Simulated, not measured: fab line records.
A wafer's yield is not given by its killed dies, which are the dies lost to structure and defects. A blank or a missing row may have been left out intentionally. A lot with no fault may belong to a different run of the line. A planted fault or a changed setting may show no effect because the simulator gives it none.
Comparing a struck lot with a sound one | flow sky130 | 29 steps out of a route of 708
Sound: these wafers, L353.3, L353.4, L353.6. Struck: wafers L362.1, L362.4, L362.5. The cause is named last.
Each step with rows lists, per side, the tool, then ch with its chambers, then its first start. Under that, the readings that differ: sound wafers | struck wafers | difference of the means | sigmas: that difference in standard deviations of wafers without a fault.
alike: readings whose means differ by less than 2 such deviations, and words and numbers that are the same on both sides. not compared: withheld readings, readings that some wafer has no value for, bounds like >300 that may hide the same value, and numbers for which the record gives no deviation and whose values overlap.
The two part at a step that has a row with sigmas, a row that says differs or no value, or rows on one side only. Numbers that don't overlap but have no deviation are shown without sigmas and don't part them. A reading missing from all wafers of one side parts the sides only when that side holds two or more wafers.

SKY_PWDE_STRIP_09: strips in O2/N2.
  sound on plasma_asher-04 ch 0,1, day 4 21:17; struck on plasma_asher-02 ch 0, day 7 00:07
  reading               | sound             | struck            | difference | sigmas
  oes_product_au (a.u.) | 0.718 0.722 0.721 | 0.726 0.729 0.734 | +0.009     | +2
  alike: drypump_motor_current_A, strip_time_to_endpoint_s
  not compared: rf_hours_counter_h
SKY_PWDE_TW_MEAS_10:
  sound on film_metro-02 at day 4 21:22; struck on film_metro-02 at day 7 00:13
  reading | sound             | struck            | difference | sigmas
  PWDE_TW | 377.5 376.6 377.7 | 374.3 370.5 372.2 | -4.9       | -2
then, 7 steps without rows for these wafers: SKY_NWELL_DEHYDRATE_03 (time 60 s); SKY_NWELL_HMDS_04 (prime time 60 s); SKY_NWELL_COAT_05 (resist thk 3000 nm); SKY_NWELL_SOFTBAKE_06; SKY_NWELL_EXPOSE_07 (exposes mask NWM, target cd 840 nm); SKY_NWELL_PEB_08; SKY_NWELL_DEVELOP_09 (develop time 60 s).
SKY_NWELL_OVL_MEAS_10:
  sound on overlay-02 at day 5 14:08; struck on overlay-01 at day 7 19:41
  reading           | sound       | struck         | difference | sigmas
  NWELL_00_OVL (nm) | 0.9 2.7 1.6 | -1.1 -2.9 -1.7 | -3.6       | -2
then, 2 steps without rows for these wafers: SKY_NWELL_IMPLANT_11; SKY_NWELL_IMPLANT_12.
SKY_NWELL_IMPLANT_13:
  sound on implanter-03 ch 0, day 5 14:31; struck on implanter-03, day 7 20:01
  no value came back on the struck wafers for beam_energy_keV, beam_on_s (s); on the sound wafers beam_energy_keV reads 49.985 49.963 49.968
SKY_NWELL_STRIP_14: strips in O2/N2.
  sound on plasma_asher-02 ch 0,1, day 5 14:38; struck on plasma_asher-04 ch 0, day 7 20:10
  reading                      | sound             | struck            | difference | sigmas
  strip_time_to_endpoint_s (s) | 37.03 36.95 37.03 | 36.81 36.69 36.77 | -0.25      | -2
  alike: drypump_motor_current_A, oes_product_au
  not compared: rf_hours_counter_h
SKY_NWELL_TW_MEAS_15:
  sound on film_metro-01 at day 5 14:44; struck on film_metro-03 at day 7 20:16
  reading  | sound          | struck         | difference | sigmas
  NWELL_TW | 1829 1834 1831 | 1813 1806 1802 | -24        | -2
then, 7 steps without rows for these wafers: SKY_NWELL_DEHYDRATE_16 (time 60 s); SKY_NWELL_HMDS_17 (prime time 60 s); SKY_NWELL_COAT_18 (resist thk 3000 nm); SKY_NWELL_SOFTBAKE_19; SKY_NWELL_EXPOSE_20 (exposes mask NWM COMPLEMENT, target cd 840 nm); SKY_NWELL_PEB_21; SKY_NWELL_DEVELOP_22 (develop time 60 s).
SKY_NWELL_OVL_MEAS_23:
  sound on overlay-02 at day 6 08:36; struck on overlay-02 at day 8 16:56
  alike: NWELL_01_OVL
following that, these wafers have no rows for 1 step: SKY_NWELL_IMPLANT_24.
SKY_NWELL_STRIP_25: strips in O2/N2.
  sound on plasma_asher-01 ch 0,1, day 6 08:48; struck on plasma_asher-01 ch 0,1, day 8 17:07
  reading                      | sound             | struck            | difference | sigmas
  strip_time_to_endpoint_s (s) | 37.01 37.02 37.04 | 36.76 36.83 36.72 | -0.25      | -2
  alike: drypump_motor_current_A, oes_product_au
  not compared: rf_hours_counter_h
SKY_NWELL_TW_MEAS_26:
  sound on film_metro-03 at day 6 08:53; struck on film_metro-01 at day 8 17:13
  alike: NWELL_2_TW
then, 1 step without rows for these wafers: SKY_NWELL_CLEAN_27 (cleans in SC1/SC2, time 150 s).
SKY_NWELL_RTA_28: time 30 s.
  sound on rtp_anneal-02 ch 0, day 6 09:01; struck on rtp_anneal-02 ch 0, day 8 17:20
  alike: lamp_power_pct, wafer_temp_C_max
SKY_NWELL_RS_MEAS_29: a four-point-probe measurement.
  sound on film_metro-01 at day 6 09:08; struck on film_metro-03 at day 8 17:26
  reading           | sound             | struck            | difference | sigmas
  NWELL_RS (ohm/sq) | 623.8 623.0 623.2 | 650.5 649.1 650.1 | +26.6      | +16

## WHERE THEY PART
First at SKY_PWDE_STRIP_09; last, within this record, at SKY_NWELL_RS_MEAS_29.

WHY: what the simulator had put in
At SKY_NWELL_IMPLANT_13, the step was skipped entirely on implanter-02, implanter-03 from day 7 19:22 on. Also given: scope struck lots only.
